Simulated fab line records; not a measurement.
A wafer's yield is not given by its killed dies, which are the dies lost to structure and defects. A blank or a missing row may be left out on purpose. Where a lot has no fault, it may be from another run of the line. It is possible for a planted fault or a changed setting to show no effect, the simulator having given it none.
Which of the tools did it? | flow sky130 | Sampling: 15 lots, 45 wafers, 2 of 708 route steps

WHAT EACH GAUGE READ, for each wafer
SKY_LI_CONTACT_THK_MEAS_23: measures by xrf.
lot  | measured     | on            | LI_CONTACT_W_THK (nm)
L398 | day 30 11:08 | film metro-04 | 412 395 412
L402 | day 30 17:38 | film metro-01 | 410 414 429
L403 | day 30 18:07 | film metro-01 | 417 423 425
L404 | day 31 15:53 | film metro-04 | 401 396 405
L405 | day 31 15:55 | film metro-01 | 426 430 427
L406 | day 31 23:25 | film metro-01 | 426 419 420
L407 | day 32 03:05 | film metro-04 | 409 412 410
L409 | day 32 14:32 | film metro-04 | 410 416 411
L408 | day 32 16:16 | film metro-04 | 409 410 413
L410 | day 33 05:58 | film metro-04 | 430 413 417
L411 | day 33 06:46 | film metro-01 | 430 441 428
L412 | day 33 13:10 | film metro-01 | 425 431 430
L417 | day 35 10:40 | film metro-01 | 415 415 418
L418 | day 35 20:01 | film metro-03 | 424 419 428
L419 | day 35 23:01 | film metro-03 | 431 420 438

WHICH TOOL RAN EACH LOT (tool, then ch and the chambers of the sampled wafers, then the start)
lot  | SKY_LI_CONTACT_CVD_21
L398 | cvd w-01 ch 0,1, day 30 10:52
L402 | cvd w-01 ch 0,1, day 30 17:22
L403 | cvd w-02 ch 0,1, day 30 17:53
L404 | cvd w-01 ch 0, day 31 15:31
L405 | cvd w-02 ch 0,1, day 31 15:39
L406 | cvd w-02 ch 0,1, day 31 23:10
L407 | cvd w-02 ch 0,1, day 32 02:50
L409 | cvd w-02 ch 0,1, day 32 14:16
L408 | cvd w-02 ch 0,1, day 32 16:01
L410 | cvd w-01 ch 0,1, day 33 05:44
L411 | cvd w-02 ch 0,1, day 33 06:31
L412 | cvd w-02 ch 0,1, day 33 12:55
L417 | cvd w-02 ch 0,1, day 35 10:25
L418 | cvd w-02 ch 0,1, day 35 19:46
L419 | cvd w-01 ch 0,1, day 35 22:46
- SKY_LI_CONTACT_CVD_21: deposits W, target thk 400 nm, time 120.56 s.

WHAT THE TOOLS THEMSELVES READ (means of the sampled wafers that have a number; where no wafer has one, the mark that the record gives instead)
SKY_LI_CONTACT_CVD_21.
lot  | tool     | heater power w (W)
L398 | cvd w-01 | 875
L402 | cvd w-01 | 867
L403 | cvd w-02 | 861
L404 | cvd w-01 | 863
L405 | cvd w-02 | 846
L406 | cvd w-02 | 846
L407 | cvd w-02 | 881
L409 | cvd w-02 | 856
L408 | cvd w-02 | 851
L410 | cvd w-01 | 875
L411 | cvd w-02 | 859
L412 | cvd w-02 | 859
L417 | cvd w-02 | 869
L418 | cvd w-02 | 853
L419 | cvd w-01 | 890

THE ANSWER, worked out from the rows above alone
Rule: usual is defined by the lots themselves. Put in order of their means at a reading, lots are off if they are a third of the lots or fewer, leave a main group of 4 or more, and stand apart from it by a gap of 3 or more times the standard deviation of the main group's means; of several such gaps the widest counts. Not used: any main group whose means are identical at the precision the tables above print for the reading. A lot without any number at a reading at which 4 lots or more have one is off too. Any other lot the step has rows for is counted as sound. The gauges are gone through in route order, then the tools' own readings, and for those a lot's mean is taken as printed above. The first step at which some lot is off is used, and at that step the reading that is off furthest; a lot without a number counts as furthest.
Nothing can be told from this: no lot is off at any reading shown.

WHAT WAS PUT IN BY THE SIMULATOR
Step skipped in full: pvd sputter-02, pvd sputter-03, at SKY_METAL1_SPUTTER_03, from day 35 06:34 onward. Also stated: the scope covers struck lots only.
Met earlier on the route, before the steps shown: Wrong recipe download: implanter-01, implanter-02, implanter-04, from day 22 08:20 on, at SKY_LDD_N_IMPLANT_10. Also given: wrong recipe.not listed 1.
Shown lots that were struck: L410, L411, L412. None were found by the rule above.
